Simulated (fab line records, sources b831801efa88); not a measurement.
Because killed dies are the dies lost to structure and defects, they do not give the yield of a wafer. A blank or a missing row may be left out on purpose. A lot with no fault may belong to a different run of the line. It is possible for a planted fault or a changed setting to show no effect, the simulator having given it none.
fab line records	flow sky130
[record] lots = 5	wafers = 23
route steps=708 shown VIA3@579 CAP2M@605 METAL4@634 VIA4@641 METAL5@662
start_h: the number of hours between the record's first day and the start of the first shown wafer of the lot	wait_h: hours elapsed since this lot's preceding step	" repeats the value in the row above	L1.1+2: one row covering several wafers at once	- no value present, or no start provided	* or withheld: withheld	< > ~ a bound
route shown NAME@n: a module of which the file shows steps, and the number in the route of the first	usual: mean/standard deviation taken from wafers without a fault	same: alike in all rows	chamber/n: place in a boat	sites: readings site by site	_std_site: the values' standard deviation	_edge_site: mean of outer sites minus mean of inner sites	radius_mm: how far each site lies from the wafer's centre	mask NAME#n: copy n	behind: the last tool/chamber to shape the wafer	hold: reason for holding the lot/hours on hold/outcome of the hold	device: which transistor (n, p or np) failed to switch	end of line: the route-end tests of the same wafers	a step with no rows: only its recipe	killed: at the first sort, the dies lost to defects and structure; wafer yield is something else	map: a wafer's dies, marking killed ones x, the rest . and places with no die _
set.NAME: the setting that was run; set.NAME@STEP: the one run at that earlier step	model.NAME: the simulator's own value behind a step, which no gauge read
lots where settings were altered on purpose, with a table for each step and a row for each wafer
[[steps]]
[step SKY_VIA3_COAT_06]
[recipe] resist = BARC	temp_c = withheld	time_s = withheld	spin_rpm = 3000	resist_thk_nm = 60
lot.wafer	tool	chamber	start_h	wait_h	set.resist_thk_nm
L074.1+4+6	litho_track-02	0	914.21	0.1	60
L077.1+4+5	litho_track-01	0	940.81	0.1	61.43
L077.2+3	"	0	"	"	60
L081.1+4+6	litho_track-03	0	973.49	0.1	60
L081.2+5	"	0	"	"	63.57
L082.1+2+3+4+6	litho_track-02	0	979.71	0.1	60
L084.1+6	litho_track-03	0	995.94	0.1	58.71
L084.3+4+5	"	0	"	"	60
[step SKY_VIA3_ETCH_14]
[recipe] chemistry = N2/H2	target = BARC	ion_energy_ev = 200	source_w = 500	bias_w = 100	pressure_mtorr = 30	n2_flow_sccm = 100	h2_flow_sccm = 200	stop_on = SiO2	time_s = 45.9	target_depth_a = 600
[usual] oes_product_au = 0.854/0.0047
lot.wafer	tool	chamber	start_h	wait_h	set.source_w	set.resist_thk_nm@VIA3_COAT_06	oes_product_au	model.KrF-thick_of_VIA3_COAT_07.thk_nm
L074.1	rie_diel-02	1	925.97	0.0	500	60	0.853	390.3
L074.4	"	2	"	"	500	60	0.859	389.9
L074.6	"	2	"	"	500	60	0.853	390.5
L077.1	rie_diel-02	0	952.82	0.0	521.3	61.43	0.870	392.7
L077.2	"	2	"	"	500	60	0.854	394.6
L077.3	"	3	"	"	500	60	0.850	393.8
L077.4	"	1	"	"	521.3	61.43	0.858	393.5
L077.5	"	0	"	"	500	61.43	0.867	394.3
L081.1	rie_diel-02	3	985.84	0.0	500	60	0.862	391.9
L081.2	"	2	"	"	559.1	63.57	0.888	387.4
L081.4	"	2	"	"	500	60	0.852	392.6
L081.5	"	1	"	"	500	63.57	0.884	391.7
L081.6	"	3	"	"	559.1	60	0.851	387.8
L082.1	rie_diel-04	3	992.39	0.0	541.8	60	0.850	387.7
L082.2	"	0	"	"	541.8	60	0.857	388.2
L082.3	"	2	"	"	500	60	0.857	390.9
L082.4	"	2	"	"	541.8	60	0.851	387.7
L082.6	"	0	"	"	500	60	0.857	390.9
L084.1	rie_diel-02	0	1007.82	0.0	500	58.71	0.839	390.2
L084.3	"	3	"	"	554.1	60	0.854	385.2
L084.4	"	1	"	"	554.1	60	0.851	386.2
L084.5	"	3	"	"	500	60	0.857	388.7
L084.6	"	2	"	"	500	58.71	0.839	389.3
[step SKY_VIA3_ETCH_15]
[recipe] target = SiO2	chemistry = C4F8/O2/Ar	target_depth_nm = 507	stop_on = TiN	mask_material = KrF-thick	source_w = 1500	bias_w = 1200	pressure_mtorr = 40	c4f8_flow_sccm = withheld	O2_flow_sccm = 6	Ar_flow_sccm = 300	time_s = 78
lot.wafer	tool	chamber	start_h	wait_h	set.source_w@VIA3_ETCH_14	model.KrF-thick_of_VIA3_COAT_07.thk_nm
L074.1	rie_diel-02	1	926.01	0.0	500	286.9
L074.4	"	2	"	"	500	286.1
L074.6	"	2	"	"	500	286.6
L077.1	rie_diel-02	0	952.86	0.0	521.3	289.5
L077.2	"	2	"	"	500	291.2
L077.3	"	3	"	"	500	289.9
L077.4	"	1	"	"	521.3	290.1
L077.5	"	0	"	"	500	291.5
L081.1	rie_diel-02	3	985.88	0.0	500	288.1
L081.2	"	2	"	"	559.1	284.1
L081.4	"	2	"	"	500	289.1
L081.5	"	1	"	"	500	289.5
L081.6	"	3	"	"	559.1	285.4
L082.1	rie_diel-04	3	992.43	0.0	541.8	286
L082.2	"	0	"	"	541.8	283.8
L082.3	"	2	"	"	500	288
L082.4	"	2	"	"	541.8	285
L082.6	"	0	"	"	500	287.9
L084.1	rie_diel-02	0	1007.86	0.0	500	286.5
L084.3	"	3	"	"	554.1	281.9
L084.4	"	1	"	"	554.1	284.3
L084.5	"	3	"	"	500	285
L084.6	"	2	"	"	500	286.1
[step SKY_CAP2M_SPUTTER_02]
[recipe] material = TiN	target_thk_nm = 200	temp_c = 300	power_w = 6500	time_s = 166.7	chamber_pressure_pa = 0.4
lot.wafer	tool	chamber	start_h	wait_h	set.time_s	model.TiN_of_CAP2M_SPUTTER_02.thk_nm
L074.1	pvd_sputter-02	-	927.56	0.1	166.7	201.8
L074.4	"	-	"	"	166.7	205.8
L074.6	"	-	"	"	166.7	203.8
L077.1	pvd_sputter-02	-	954.64	0.1	166.7	200.3
L077.2	"	-	"	"	158.7	189.5
L077.3	"	-	"	"	158.7	191.2
L077.4	"	-	"	"	158.7	189.2
L077.5	"	-	"	"	166.7	201.2
L081.1	pvd_sputter-02	-	987.47	0.1	185	223.1
L081.2	"	-	"	"	166.7	203.1
L081.4	"	-	"	"	185	224.9
L081.5	"	-	"	"	166.7	206.5
L081.6	"	-	"	"	166.7	201.7
L082.1	pvd_sputter-02	-	994.03	0.1	183.1	221
L082.2	"	-	"	"	166.7	198.6
L082.3	"	-	"	"	166.7	198.3
L082.4	"	-	"	"	166.7	198.8
L082.6	"	-	"	"	183.1	222.5
L084.1	pvd_sputter-01	-	1009.52	0.1	166.7	206.8
L084.3	"	-	"	"	166.7	199.1
L084.4	"	-	"	"	147.5	181.2
L084.5	"	-	"	"	147.5	184.1
L084.6	"	-	"	"	166.7	202.9
[step SKY_CAP2M_RS_MEAS_03]
[recipe] thk_meas_gauge = four-point-probe	reads = TiN_of_CAP2M_SPUTTER_02
[usual] CAP2M_TIN_RS = 6.88/0.1
lot.wafer	tool	chamber	start_h	wait_h	set.time_s@CAP2M_SPUTTER_02	CAP2M_TIN_RS[ohm/sq]
L074.1	film_metro-01	-	927.67	0.1	166.7	6.83
L074.4	"	-	"	"	166.7	6.70
L074.6	"	-	"	"	166.7	6.78
L077.1	film_metro-03	-	954.75	0.1	166.7	6.89
L077.2	"	-	"	"	158.7	7.31
L077.3	"	-	"	"	158.7	7.24
L077.4	"	-	"	"	158.7	7.34
L077.5	"	-	"	"	166.7	6.87
L081.1	film_metro-03	-	987.58	0.1	185	6.19
L081.2	"	-	"	"	166.7	6.81
L081.4	"	-	"	"	185	6.12
L081.5	"	-	"	"	166.7	6.70
L081.6	"	-	"	"	166.7	6.85
L082.1	film_metro-01	-	994.14	0.1	183.1	6.24
L082.2	"	-	"	"	166.7	6.98
L082.3	"	-	"	"	166.7	6.98
L082.4	"	-	"	"	166.7	6.95
L082.6	"	-	"	"	183.1	6.18
L084.1	film_metro-03	-	1009.63	0.1	166.7	6.69
L084.3	"	-	"	"	166.7	6.95
L084.4	"	-	"	"	147.5	7.66
L084.5	"	-	"	"	147.5	7.52
L084.6	"	-	"	"	166.7	6.81
[step SKY_CAP2M_THK_MEAS_04]
[recipe] thk_meas_gauge = xrf	reads = TiN_of_CAP2M_SPUTTER_02
[usual] CAP2M_TIN_THK = 203/3.1
lot.wafer	tool	chamber	start_h	wait_h	set.time_s@CAP2M_SPUTTER_02	CAP2M_TIN_THK[nm]
L074.1	film_metro-01	-	927.79	0.1	166.7	203
L074.4	"	-	"	"	166.7	207
L074.6	"	-	"	"	166.7	206
L077.1	film_metro-03	-	954.87	0.1	166.7	202
L077.2	"	-	"	"	158.7	191
L077.3	"	-	"	"	158.7	193
L077.4	"	-	"	"	158.7	191
L077.5	"	-	"	"	166.7	203
L081.1	film_metro-03	-	987.70	0.1	185	222
L081.2	"	-	"	"	166.7	203
L081.4	"	-	"	"	185	225
L081.5	"	-	"	"	166.7	208
L081.6	"	-	"	"	166.7	201
L082.1	film_metro-01	-	994.26	0.1	183.1	222
L082.2	"	-	"	"	166.7	199
L082.3	"	-	"	"	166.7	198
L082.4	"	-	"	"	166.7	201
L082.6	"	-	"	"	183.1	224
L084.1	film_metro-03	-	1009.75	0.1	166.7	209
L084.3	"	-	"	"	166.7	202
L084.4	"	-	"	"	147.5	184
L084.5	"	-	"	"	147.5	187
L084.6	"	-	"	"	166.7	205
[step SKY_CAP2M_DEVELOP_11]
[recipe] resist = NOVOLAK	developer = TMAH	develop_time_s = 60	dev_temp_c = 23
lot.wafer	tool	chamber	start_h	wait_h	set.dev_temp_c
L074.1+4+6	litho_track-04	0	951.97	0.1	23
L077.1+2+3+4+5	litho_track-04	0	978.17	0.1	23
L081.1+5	litho_track-04	0	1010.57	0.1	24.84
L081.2+4+6	"	0	"	"	23
L082.1+3+6	litho_track-02	0	1016.31	0.1	23
L082.2+4	"	0	"	"	25.88
L084.1+3+4+5+6	litho_track-03	0	1033.04	0.1	23
[step SKY_CAP2M_METAL_ETCH_13]
[recipe] target_depth_nm = 220	stop_on = SiO2	chemistry = Cl2/BCl3	target = TiN	pressure_mtorr = 10	icp_w = 900	bias_w = 48.5	Cl2_flow_sccm = 60	bcl3_flow_sccm = 30	time_s = 62.9
[usual] oes_product_au = 0.944/0.0094
lot.wafer	tool	chamber	start_h	wait_h	set.time_s@CAP2M_SPUTTER_02	set.dev_temp_c@CAP2M_DEVELOP_11	oes_product_au	model.CAP2M.cd_nm
L074.1	rie_metal-04	1	952.16	0.0	166.7	23	0.952	996.9
L074.4	"	0	"	"	166.7	23	0.959	994
L074.6	"	1	"	"	166.7	23	0.957	998.4
L077.1	rie_metal-02	1	978.36	0.0	166.7	23	0.944	1000
L077.2	"	1	"	"	158.7	23	0.929	1001
L077.3	"	1	"	"	158.7	23	0.912	999.9
L077.4	"	1	"	"	158.7	23	0.911	1000
L077.5	"	1	"	"	166.7	23	0.944	999.1
L081.1	rie_metal-03	1	1010.76	0.0	185	24.84	0.992	1003
L081.2	"	0	"	"	166.7	23	0.954	1002
L081.4	"	0	"	"	185	23	1.008	999.1
L081.5	"	1	"	"	166.7	24.84	0.965	1004
L081.6	"	0	"	"	166.7	23	0.950	1000
L082.1	rie_metal-02	1	1016.50	0.0	183.1	23	0.987	1004
L082.2	"	0	"	"	166.7	25.88	0.937	1010
L082.3	"	0	"	"	166.7	23	0.935	1004
L082.4	"	1	"	"	166.7	25.88	0.933	1012
L082.6	"	0	"	"	183.1	23	0.988	1001
L084.1	rie_metal-02	1	1033.22	0.0	166.7	23	0.959	999.7
L084.3	"	0	"	"	166.7	23	0.934	1000
L084.4	"	1	"	"	147.5	23	0.884	999.9
L084.5	"	0	"	"	147.5	23	0.897	1000
L084.6	"	1	"	"	166.7	23	0.949	998.5
[step SKY_METAL4_METAL_ETCH_18]
[recipe] target_depth_a = 8450	stop_on = SiO2	over_etch_frac = 0.3	time_s = 183.1	chemistry = Cl2/BCl3	resist_sidewall_deg = 88	pressure_mtorr = 10	icp_w = 900	bias_w = 48.5	Cl2_flow_sccm = 60	bcl3_flow_sccm = 30
[usual] oes_product_au = 0.866/0.0054
lot.wafer	tool	chamber	start_h	wait_h	set.time_s	oes_product_au	model.KrF-thick_of_METAL4_COAT_08.thk_nm
L074.1	rie_metal-04	0	977.14	0.0	183.1	0.862	530.2
L074.4	"	1	"	"	183.1	0.865	551.4
L074.6	"	0	"	"	183.1	0.862	530.6
L077.1	rie_metal-04	0	1003.04	0.0	183.1	0.874	519.5
L077.2	"	1	"	"	157.6	0.947	614.9
L077.3	"	0	"	"	183.1	0.866	528.1
L077.4	"	1	"	"	157.6	0.944	615.7
L077.5	"	1	"	"	183.1	0.874	543.1
L081.1	rie_metal-01	0	1034.47	0.0	183.1	0.871	533.2
L081.2	"	1	"	"	183.1	0.857	491.2
L081.4	"	0	"	"	183.1	0.861	533.5
L081.5	"	0	"	"	183.1	0.873	527
L081.6	"	1	"	"	183.1	0.861	499.3
L082.1	rie_metal-01	0	1039.87	0.0	183.1	0.876	536.2
L082.2	"	1	"	"	168.1	0.914	558.3
L082.3	"	0	"	"	183.1	0.867	538.7
L082.4	"	1	"	"	183.1	0.864	509.3
L082.6	"	1	"	"	168.1	0.914	551.3
L084.1	rie_metal-01	1	1055.93	0.0	172.3	0.887	545.1
L084.3	"	0	"	"	172.3	0.889	566.5
L084.4	"	1	"	"	183.1	0.866	511.1
L084.5	"	1	"	"	183.1	0.870	512
L084.6	"	0	"	"	183.1	0.875	531.8
[step SKY_METAL4_STRIP_19]
[recipe] chemistry = O2/N2	power_w = 1400	pressure_mtorr = 1500	platen_temp_c = withheld	o2_flow_sccm = 3000	n2_flow_sccm = 300	overash_fraction = 0.5
[usual] strip_time_to_endpoint_s = 6.51/0.15
lot.wafer	tool	chamber	start_h	wait_h	set.time_s@METAL4_METAL_ETCH_18	strip_time_to_endpoint_s
L074.1	plasma_asher-02	0	977.32	0.1	183.1	6.57
L074.4	"	1	"	"	183.1	6.77
L074.6	"	1	"	"	183.1	6.58
L077.1	plasma_asher-02	0	1003.22	0.1	183.1	6.45
L077.2	"	1	"	"	157.6	7.41
L077.3	"	1	"	"	183.1	6.55
L077.4	"	0	"	"	157.6	7.41
L077.5	"	1	"	"	183.1	6.70
L081.1	plasma_asher-04	0	1034.65	0.1	183.1	6.60
L081.2	"	1	"	"	183.1	6.18
L081.4	"	0	"	"	183.1	6.60
L081.5	"	0	"	"	183.1	6.53
L081.6	"	1	"	"	183.1	6.26
L082.1	plasma_asher-04	1	1040.05	0.1	183.1	6.62
L082.2	"	0	"	"	168.1	6.84
L082.3	"	0	"	"	183.1	6.64
L082.4	"	1	"	"	183.1	6.36
L082.6	"	0	"	"	168.1	6.78
L084.1	plasma_asher-03	1	1056.11	0.1	172.3	6.71
L084.3	"	0	"	"	172.3	6.92
L084.4	"	1	"	"	183.1	6.36
L084.5	"	0	"	"	183.1	6.39
L084.6	"	1	"	"	183.1	6.57
[step SKY_VIA4_CMP_02]
[recipe] material = SiO2	down_force_psi = 4	platen_rpm = 60	pad_velocity_m_s = 0.94248
lot.wafer	tool	chamber	start_h	wait_h	set.leave_above_ref_nm	model.SiO2_of_VIA4_HDPCVD_00.thk_nm
L074.4	cmp-02	3	978.28	0.0	580	583.8
L074.1	"	0	"	"	580	582.7
L074.6	"	0	"	"	580	582.1
L077.3	cmp-01	0	1004.05	0.0	580	-
L077.2+5	"	1	"	"	563	-
L077.4	"	2	"	"	580	579.4
L077.1	"	3	"	"	580	582.4
L081.4	cmp-01	1	1035.53	0.1	580	-
L081.1	"	2	"	"	580	579.4
L081.2	"	3	"	"	580	581.3
L081.5	"	0	"	"	549.4	-
L081.6	"	1	"	"	549.4	550.3
L082.1	cmp-01	1	1040.89	0.1	580	581.9
L082.2	"	2	"	"	580	579.5
L082.3	"	3	"	"	580	581.8
L082.4	"	0	"	"	580	581
L082.6	"	2	"	"	580	579.4
L084.3	cmp-02	0	1056.94	0.0	580	580.4
L084.4	"	1	"	"	564.3	564.3
L084.1	"	3	"	"	564.3	566.1
L084.5	"	0	"	"	580	581
L084.6	"	1	"	"	580	579.6
[step SKY_VIA4_CVD_18]
[recipe] material = W	target_thk_nm = 505	time_s = 152.14	temp_c = 400	pressure_torr = 40
lot.wafer	tool	chamber	start_h	wait_h	set.temp_c	model.W_of_VIA4_CVD_18.thk_nm
L074.1	cvd_w-01	0	1002.64	0.0	400	511.8
L074.4	"	0	"	"	400	504.5
L074.6	"	0	"	"	400	509.2
L077.1	cvd_w-01	1	1027.93	0.0	403.2	523.9
L077.2	"	0	"	"	403.2	532.5
L077.3	"	0	"	"	400	499.6
L077.4	"	1	"	"	400	493.8
L077.5	"	1	"	"	400	492.2
L081.1	cvd_w-02	0	1058.64	0.0	400	501.9
L081.2	"	1	"	"	400	514.4
L081.4	"	1	"	"	392	439.5
L081.5	"	0	"	"	392	432.8
L081.6	"	1	"	"	392	446.4
L082.1	cvd_w-02	1	1063.17	0.0	400	516.5
L082.2	"	0	"	"	400	507
L082.3	"	0	"	"	400	511.8
L082.4	"	1	"	"	400	519.2
L082.6	"	1	"	"	400	513.5
L084.1+3	cvd_w-01	1,0	1078.63	0.0	410	607
L084.4	"	1	"	"	400	503.6
L084.5	"	0	"	"	410	609.1
L084.6	"	1	"	"	400	502.3
[step SKY_VIA4_RS_MEAS_19]
[recipe] thk_meas_gauge = four-point-probe	reads = W_of_VIA4_CVD_18+TiN_of_VIA4_SPUTTER_17
[usual] VIA4_W_RS = 0.2257/0.0028
lot.wafer	tool	chamber	start_h	wait_h	set.temp_c@VIA4_CVD_18	VIA4_W_RS[ohm/sq]
L074.1	film_metro-02	-	1002.79	0.1	400	0.2233
L074.4	"	-	"	"	400	0.2264
L074.6	"	-	"	"	400	0.2243
L077.1	film_metro-03	-	1028.08	0.1	403.2	0.2182
L077.2	"	-	"	"	403.2	0.2146
L077.3	"	-	"	"	400	0.2290
L077.4	"	-	"	"	400	0.2318
L077.5	"	-	"	"	400	0.2324
L081.1	film_metro-04	-	1058.79	0.1	400	0.2283
L081.2	"	-	"	"	400	0.2222
L081.4	"	-	"	"	392	0.2609
L081.5	"	-	"	"	392	0.2651
L081.6	"	-	"	"	392	0.2568
L082.1	film_metro-04	-	1063.32	0.1	400	0.2222
L082.2	"	-	"	"	400	0.2256
L082.3	"	-	"	"	400	0.2239
L082.4	"	-	"	"	400	0.2210
L082.6	"	-	"	"	400	0.2232
L084.1	film_metro-03	-	1078.78	0.1	410	0.1883
L084.3	"	-	"	"	410	0.1884
L084.4	"	-	"	"	400	0.2272
L084.5	"	-	"	"	410	0.1878
L084.6	"	-	"	"	400	0.2277
[step SKY_VIA4_THK_MEAS_20]
[recipe] thk_meas_gauge = xrf	reads = W_of_VIA4_CVD_18
[usual] VIA4_W_THK = 510/6.8
lot.wafer	tool	chamber	start_h	wait_h	set.temp_c@VIA4_CVD_18	VIA4_W_THK[nm]
L074.1	film_metro-02	-	1002.91	0.1	400	513
L074.4	"	-	"	"	400	504
L074.6	"	-	"	"	400	510
L077.1	film_metro-03	-	1028.20	0.1	403.2	528
L077.2	"	-	"	"	403.2	536
L077.3	"	-	"	"	400	502
L077.4	"	-	"	"	400	500
L077.5	"	-	"	"	400	495
L081.1	film_metro-04	-	1058.91	0.1	400	501
L081.2	"	-	"	"	400	513
L081.4	"	-	"	"	392	440
L081.5	"	-	"	"	392	432
L081.6	"	-	"	"	392	445
L082.1	film_metro-04	-	1063.44	0.1	400	515
L082.2	"	-	"	"	400	506
L082.3	"	-	"	"	400	513
L082.4	"	-	"	"	400	521
L082.6	"	-	"	"	400	514
L084.1	film_metro-03	-	1078.90	0.1	410	613
L084.3	"	-	"	"	410	616
L084.4	"	-	"	"	400	507
L084.5	"	-	"	"	410	617
L084.6	"	-	"	"	400	508
[step SKY_METAL5_SPUTTER_01]
[recipe] material = TiN	target_thk_nm = 20	power_w = 6500	time_s = 16.7	chamber_pressure_pa = 0.4
lot.wafer	tool	chamber	start_h	wait_h	set.power_w	model.TiN_of_METAL5_SPUTTER_01.thk_nm
L074.1	pvd_sputter-03	-	1003.29	0.0	6500	19.73
L074.4	"	-	"	"	6500	20.04
L074.6	"	-	"	"	6500	20.05
L077.1	pvd_sputter-02	-	1028.72	0.0	6500	20.2
L077.2	"	-	"	"	5842	17.85
L077.3	"	-	"	"	5842	18.3
L077.4	"	-	"	"	6500	19.95
L077.5	"	-	"	"	5842	18.24
L081.1	pvd_sputter-01	-	1059.30	0.0	6500	20.38
L081.2	"	-	"	"	6500	19.86
L081.4	"	-	"	"	5830	18.06
L081.5	"	-	"	"	5830	18.23
L081.6	"	-	"	"	6500	20.13
L082.1	pvd_sputter-02	-	1063.82	0.0	6772	20.87
L082.2	"	-	"	"	6500	19.8
L082.3	"	-	"	"	6500	19.54
L082.4	"	-	"	"	6772	20.86
L082.6	"	-	"	"	6500	20.08
L084.1	pvd_sputter-03	-	1079.35	0.0	6500	20.01
L084.3	"	-	"	"	6500	19.87
L084.4	"	-	"	"	6500	20.15
L084.5	"	-	"	"	6704	20.73
L084.6	"	-	"	"	6704	20.58
[[key]]
[split] step = SKY_VIA3_COAT_06	setting = resist_thk_nm	stated = 60	by = wafer
[response] step = SKY_VIA3_ETCH_14	reading = oes_product_au	change = +0.00537	per = 1%	r = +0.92
[split] step = SKY_VIA3_ETCH_14	setting = source_w	stated = 500	by = wafer
[response] step = SKY_VIA3_ETCH_14	reading = model.KrF-thick_of_VIA3_COAT_07.thk_nm	change = -0.357	per = 1%	r = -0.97
[response] step = SKY_VIA3_ETCH_15	reading = model.KrF-thick_of_VIA3_COAT_07.thk_nm	change = -0.313	per = 1%	r = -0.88
[split] step = SKY_CAP2M_SPUTTER_02	setting = time_s	stated = 166.7	by = wafer
[response] step = SKY_CAP2M_SPUTTER_02	reading = model.TiN_of_CAP2M_SPUTTER_02.thk_nm	change = +1.97	per = 1%	r = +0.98
[response] step = SKY_CAP2M_RS_MEAS_03	reading = CAP2M_TIN_RS	change = -0.0678	per = 1%	r = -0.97
[response] step = SKY_CAP2M_THK_MEAS_04	reading = CAP2M_TIN_THK	change = +1.95	per = 1%	r = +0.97
[response] step = SKY_CAP2M_METAL_ETCH_13	reading = oes_product_au	change = +0.00475	per = 1%	r = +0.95
[split] step = SKY_CAP2M_DEVELOP_11	setting = dev_temp_c	stated = 23	by = wafer
[response] step = SKY_CAP2M_METAL_ETCH_13	reading = model.CAP2M.cd_nm	change = +0.575	per = 1%	r = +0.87
[split] step = SKY_METAL4_METAL_ETCH_18	setting = time_s	stated = 183.1	by = wafer
[response] step = SKY_METAL4_METAL_ETCH_18	reading = oes_product_au	change = -0.0051	per = 1%	r = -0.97
[response] step = SKY_METAL4_METAL_ETCH_18	reading = model.KrF-thick_of_METAL4_COAT_08.thk_nm	change = -5.49	per = 1%	r = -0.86
[response] step = SKY_METAL4_STRIP_19	reading = strip_time_to_endpoint_s	change = *	per = 1%	r = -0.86
[split] step = SKY_VIA4_CMP_02	setting = leave_above_ref_nm	stated = 580	by = wafer
[response] step = SKY_VIA4_CMP_02	reading = model.SiO2_of_VIA4_HDPCVD_00.thk_nm	change = +5.65	per = 1%	r = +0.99
[split] step = SKY_VIA4_CVD_18	setting = temp_c	stated = 400	by = wafer
[response] step = SKY_VIA4_CVD_18	reading = model.W_of_VIA4_CVD_18.thk_nm	change = +39.1	per = 1%	r = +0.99
[response] step = SKY_VIA4_RS_MEAS_19	reading = VIA4_W_RS	change = -0.0167	per = 1%	r = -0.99
[response] step = SKY_VIA4_THK_MEAS_20	reading = VIA4_W_THK	change = +39.4	per = 1%	r = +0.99
[split] step = SKY_METAL5_SPUTTER_01	setting = power_w	stated = 6500	by = wafer
[response] step = SKY_METAL5_SPUTTER_01	reading = model.TiN_of_METAL5_SPUTTER_01.thk_nm	change = +0.197	per = 1%	r = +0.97
